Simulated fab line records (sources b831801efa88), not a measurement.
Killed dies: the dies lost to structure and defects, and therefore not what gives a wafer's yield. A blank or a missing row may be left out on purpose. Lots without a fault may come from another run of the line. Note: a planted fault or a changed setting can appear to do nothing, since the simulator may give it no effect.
2 desks looking at one fault    flow gf180mcu    every desk sees just its own numbers, and what lay behind them comes last

FROM THE METROLOGY DESK
What the gauges read, lot by lot, whatever tool the lot ran on: means of the sampled wafers that have a number. Marked OUT: a lot whose mean sits more than 4 standard deviations from the usual mean, which makes it out of limits; the brackets give that distance.
Columns: A = LVPWELL_RS at GF_VT_IMPLANT_RS_MEAS_48, usual 1196.9 ohm/sq; B = M3_OVL at GF_M3_OVL_MEAS_15, usual -1 nm
lot   first seen here  A       B
L638  day 8 08:01      1194.4  -0
L639  day 8 17:54      1195.0  2
L640  day 8 23:09      1201.9  0
L643  day 9 19:30      1194.4  -3
L646  day 10 18:31     1202.1  12
L647  day 11 01:50     1198.4  -3
L648  day 11 10:15     1196.4  1
L649  day 11 15:20     1196.3  3
L650  day 11 20:58     1197.3  2
L651  day 12 03:54     1196.8  -1
L653  day 12 18:25     1200.9  6
L657  day 13 18:20     1206.3  -4
L660  day 14 16:23     1204.2  -4
Result from this desk: across the 13 lots, nothing is out of limits.

DESK OF THE TOOL OWNER: implanter-01
The tool's own readings at GF_LVPWELL_IMPLANT_09: means of the sampled wafers that have a number, for each lot that ran on this tool. Marked OUT: a lot whose mean sits more than 4 standard deviations from the usual mean, which makes it out of limits; the brackets give that distance.
Columns: A = beam energy keV at GF_LVPWELL_IMPLANT_09, usual 60.003; B = dose ions cm2 at GF_LVPWELL_IMPLANT_09, usual 5e+12
lot   first seen here  A                         B
L657  day 8 14:56      66.582 (+99 or more) OUT  5e+12
L660  day 9 10:19      66.600 (+99 or more) OUT  5e+12
This desk's verdict: out of limits on L657, L660, starting with L657 at day 8 14:56 (beam energy keV at GF_LVPWELL_IMPLANT_09). In limits: none.

TAKEN TOGETHER
On L657, L660, at day 8 14:56, an alarm was possible from the tool owner's desk.
From the metrology desk's view, nothing was out of limits.
The metrology desk has L657, L660 on record, within its limits.
The lots listed all ran GF_LVPWELL_IMPLANT_09 on implanter-01.

WHAT HAD BEEN PUT IN BY THE SIMULATOR
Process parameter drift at GF_LVPWELL_IMPLANT_09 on implanter-01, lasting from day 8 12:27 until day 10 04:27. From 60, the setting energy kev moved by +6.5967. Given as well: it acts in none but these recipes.
Struck lots among those shown: L657, L660.
Delay in hours, fault start to first out-of-limits reading, by desk: the tool owner's desk at 2.
